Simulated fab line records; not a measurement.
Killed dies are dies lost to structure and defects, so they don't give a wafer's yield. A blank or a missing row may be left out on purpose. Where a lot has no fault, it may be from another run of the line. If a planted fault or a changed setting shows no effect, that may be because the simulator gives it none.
Matching of chambers ; flow sky130 ; SKY_CONTACT_CMP_04 on cmp-02 has 4 sister chambers
The step polishes SiO2. 19 wafers are shown with their chamber, then 9 later ones without.

WAFERS PAIRED WITH THEIR CHAMBERS
wafer;chamber;motor current A (A);time to endpoint s (s)
L861.1;2;10.3;83
L861.2;3;12.3;94
L861.3;1;11.3;88
L862.2;1;11.3;80
L862.3;3;13.3;84
L862.4;2;10.5;83
L865.2;1;11.1;82
L874.4;0;11.3;81
L874.5;0;12.0;79
L874.6;3;12.4;82
L876.1;3;11.9;85
L876.2;0;10.8;80
L876.4;1;11.6;87
L878.1;1;11.1;80
L878.3;0;11.1;82
L878.5;0;11.0;79
L879.1;3;12.5;82
L879.2;2;10.2;79
L879.4;1;11.7;79

SIGNATURES (means of the wafers above)
reading;chamber 0;chamber 1;chamber 2;chamber 3;scatter within a chamber
motor current A;11.240;11.350;10.333;12.480;0.388
time to endpoint s;80.20;82.67;81.67;85.40;3.58
Rule: for a wafer and a chamber, the distance is found by dividing, reading by reading, the gap between the wafer's reading and the chamber's mean by the reading's scatter, squaring, summing and taking the root. The wafer belongs to the nearest chamber; if the next one is less than 2 further off, it can't be placed. The scatter: the root of (the sum of the squares of (reading less its chamber's mean) over the shown wafers, divided by (wafers less chambers)).

WAFERS MISSING THEIR CHAMBER
wafer;motor current A (A);time to endpoint s (s)
L880.1;10.8;82
L880.3;11.4;83
L880.6;11.2;78
L883.4;10.8;82
L883.5;11.1;80
L883.6;10.9;81
L882.1;11.4;84
L882.5;11.0;78
L882.6;11.2;83

THE CHAMBER EACH PASSED THROUGH
wafer;from the rows above;in truth
L880.1;can't be placed: 2 or 0 or 1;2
L880.3;can't be placed: 1 or 0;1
L880.6;can't be placed: 0 or 1 or 2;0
L883.4;can't be placed: 2 or 0 or 1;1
L883.5;can't be placed: 0 or 1 or 2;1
L883.6;can't be placed: 0 or 1 or 2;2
L882.1;can't be placed: 1 or 0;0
L882.5;can't be placed: 0 or 1 or 2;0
L882.6;can't be placed: 1 or 0 or 2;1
Correctly placed: 0 of 9. Can't be placed from these rows: 9 (the true chamber is among the candidates in 9). Wrongly placed: 0.
